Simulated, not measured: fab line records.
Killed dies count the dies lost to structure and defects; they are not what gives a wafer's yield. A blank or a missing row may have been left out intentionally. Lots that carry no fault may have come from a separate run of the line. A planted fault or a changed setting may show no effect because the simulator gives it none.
Which tool is to blame? / flow gf180mcu / 18 wafers from 6 lots sampled at 2 of the route's 602 steps

== WHAT THE GAUGES READ, wafer by wafer ==
GF_PSD_RS_MEAS_15: measures by four-point-probe.
lot=L354; measured=day 14 16:07; on=film-metro-02; PSD_RS (ohm/sq)=108.94 108.92 108.97
lot=L361; measured=day 17 15:47; on=film-metro-03; PSD_RS (ohm/sq)=108.31 108.54 108.64
lot=L363; measured=day 18 00:05; on=film-metro-02; PSD_RS (ohm/sq)=108.93 108.62 108.72
lot=L368; measured=day 19 22:38; on=film-metro-01; PSD_RS (ohm/sq)=109.12 108.74 108.82
lot=L370; measured=day 20 12:32; on=film-metro-01; PSD_RS (ohm/sq)=108.76 108.68 108.98
lot=L374; measured=day 21 20:54; on=film-metro-03; PSD_RS (ohm/sq)=108.71 108.57 108.75

== EACH LOT AND THE TOOL THAT RAN IT (in order: tool; ch and the chambers of the sampled wafers; start) ==
lot=L354; GF_PSD_RTA_13=rtp-anneal-01 ch 0, day 14 15:55
lot=L361; GF_PSD_RTA_13=rtp-anneal-01 ch 0, day 17 15:35
lot=L363; GF_PSD_RTA_13=rtp-anneal-02 ch 0, day 17 23:53
lot=L368; GF_PSD_RTA_13=rtp-anneal-02 ch 0, day 19 22:25
lot=L370; GF_PSD_RTA_13=rtp-anneal-01 ch 0, day 20 12:20
lot=L374; GF_PSD_RTA_13=rtp-anneal-02 ch 0, day 21 20:42
- GF_PSD_RTA_13: time 20 s.

== THE ANSWER, worked out from the rows above alone ==
Rule: what is usual is taken from the lots themselves. The widest of any qualifying gaps counts: lots, ordered by their means at a reading, are off when they make up no more than a third of the lots, leave a main group of 4 or more, and stand apart from it by 3 or more times the standard deviation of that group's means. The tables above print the reading to a certain number of digits; a main group whose means all agree to those digits is not used. A lot without any number at a reading at which 4 lots or more have one is off too. The other lots that the step has rows for count as sound.
Across all readings shown, no lot is off: no conclusion can be drawn from this.

== WHAT THE SIMULATOR HAD INSERTED ==
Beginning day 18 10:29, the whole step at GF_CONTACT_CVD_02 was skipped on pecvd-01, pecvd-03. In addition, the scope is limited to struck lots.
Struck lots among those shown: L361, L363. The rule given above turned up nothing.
